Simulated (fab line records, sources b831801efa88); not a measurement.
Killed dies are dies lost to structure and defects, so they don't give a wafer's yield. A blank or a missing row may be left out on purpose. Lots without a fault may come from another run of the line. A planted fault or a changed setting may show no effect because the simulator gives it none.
A struck lot beside a sound one | flow gf180mcu | 19 steps out of a route of 602
Sound: wafers L171.1, L171.3, L171.4. Struck: wafers L185.1, L185.3, L185.4. The cause comes at the end.
At each step with rows: each side's tool, then ch and its chambers, then its first start. Under that, the readings that differ: sound wafers | struck wafers | difference of the means | sigmas: that difference in standard deviations of wafers without a fault.
alike: readings whose means differ by less than 2 such deviations, and words and numbers that are the same on both sides. not compared: withheld readings, readings that some wafer has no value for, bounds like >300 that may hide the same value, and numbers for which the record gives no deviation and whose values overlap.
The two part at a step that has a row with sigmas, a row that says differs or no value, or rows on one side only. Numbers that don't overlap but have no deviation are shown without sigmas and don't part them. A reading that every wafer of one side lacks parts them only if that side has two wafers or more.

GF_M4_SPUTTER_00: material Ti, target thk 37.5 nm, time 150 s.
  sound on pvd_sputter-03, day 24 19:44; struck on pvd_sputter-04, day 28 20:43
  reading                | sound          | struck         | difference | sigmas
  throttle_valve_pct (%) | 29.9 29.4 30.0 | 30.8 32.1 31.1 | +1.6       | +2
GF_M4_SPUTTER_01: material TiN, target thk 30 nm, time 25 s.
  sound on pvd_sputter-03, day 24 19:50; struck on pvd_sputter-04, day 28 20:49
  alike: throttle_valve_pct
GF_M4_SPUTTER_02: material AlCu, target thk 450 nm, time 23.9 s.
  sound on pvd_sputter-03, day 24 19:52; struck on pvd_sputter-04, day 28 20:51
  alike: throttle_valve_pct
then, 1 step without rows for these wafers: GF_M4_SPUTTER_03 (material Ti, target thk 10 nm, time 6.7 s).
GF_M4_SPUTTER_04: material TiN, target thk 50 nm, time 41.7 s.
  sound on pvd_sputter-03, day 24 19:55; struck on pvd_sputter-04, day 28 20:54
  alike: throttle_valve_pct
GF_M4_RS_MEAS_05: measures by four-point-probe.
  sound on film_metro-02, day 24 19:57; struck on film_metro-02, day 28 20:56
  alike: M4_ALCU_RS
GF_M4_THK_MEAS_06: measures by xrf.
  sound on film_metro-02, day 24 20:04; struck on film_metro-02, day 28 21:04
  alike: M4_ALCU_THK
then, 5 steps without rows for these wafers: GF_M4_DEHYDRATE_07 (time 60 s); GF_M4_HMDS_08 (prime time 60 s); GF_M4_COAT_09 (resist thk 1000 nm); GF_M4_SOFTBAKE_10 (time 60 s); GF_M4_EXPOSE_11 (exposes mask Metal4, target cd 280 nm).
GF_M4_PEB_12: peb time 90 s.
  sound on litho_track-04 ch 0, day 25 16:40; struck on litho_track-04 ch 0, day 29 15:10
  reading                  | sound             | struck            | difference | sigmas
  heater_power_total_W (W) | 85.71 85.71 85.86 | 91.52 91.66 91.75 | +5.88      | +70
then, 1 step without rows for these wafers: GF_M4_DEVELOP_13 (develop time 60 s).
GF_M4_CD_MEAS_14: target cd 280 nm.
  sound on cd_sem-02, day 25 17:01; struck on cd_sem-02, day 29 15:31
  reading    | sound             | struck            | difference | sigmas
  cd_nm (nm) | 281.3 280.2 280.4 | 283.5 284.3 283.4 | +3.1       | +2
GF_M4_OVL_MEAS_15:
  sound on overlay-02, day 25 17:08; struck on overlay-02, day 29 15:38
  alike: M4_OVL
GF_M4_METAL_ETCH_16: etches the open film in Cl2/BCl3, stops on SiO2, target depth 627.5 nm, time 104.6 s.
  sound on rie_metal-03 ch 0,1, day 25 17:11; struck on rie_metal-03 ch 0, day 29 15:40
  reading            | sound             | struck            | difference | sigmas
  rf_fwd_power_W (W) | 795.5 790.4 793.6 | 797.5 798.5 797.8 | +4.8       | +2
  alike: bias_w, drypump_motor_current_A, oes_product_au, throttle_valve_pct
  not compared: rf_hours_counter_h, model.M4.cd_nm
GF_M4_STRIP_17: strips in O2/N2.
  sound on plasma_asher-02 ch 0,1, day 25 17:17; struck on plasma_asher-04 ch 0,1, day 29 15:54
  alike: drypump_motor_current_A, heater_power_w, oes_product_au, strip_time_to_endpoint_s
  not compared: rf_hours_counter_h
GF_PASSIVATION_PROBE_99:
  the record has rows for the sound wafers here (prober-01, day 30 23:18) and none for the struck ones

WHERE THEY PART
First at GF_M4_SPUTTER_00; last, within this record, at GF_PASSIVATION_PROBE_99.

WHY: what the simulator had put in
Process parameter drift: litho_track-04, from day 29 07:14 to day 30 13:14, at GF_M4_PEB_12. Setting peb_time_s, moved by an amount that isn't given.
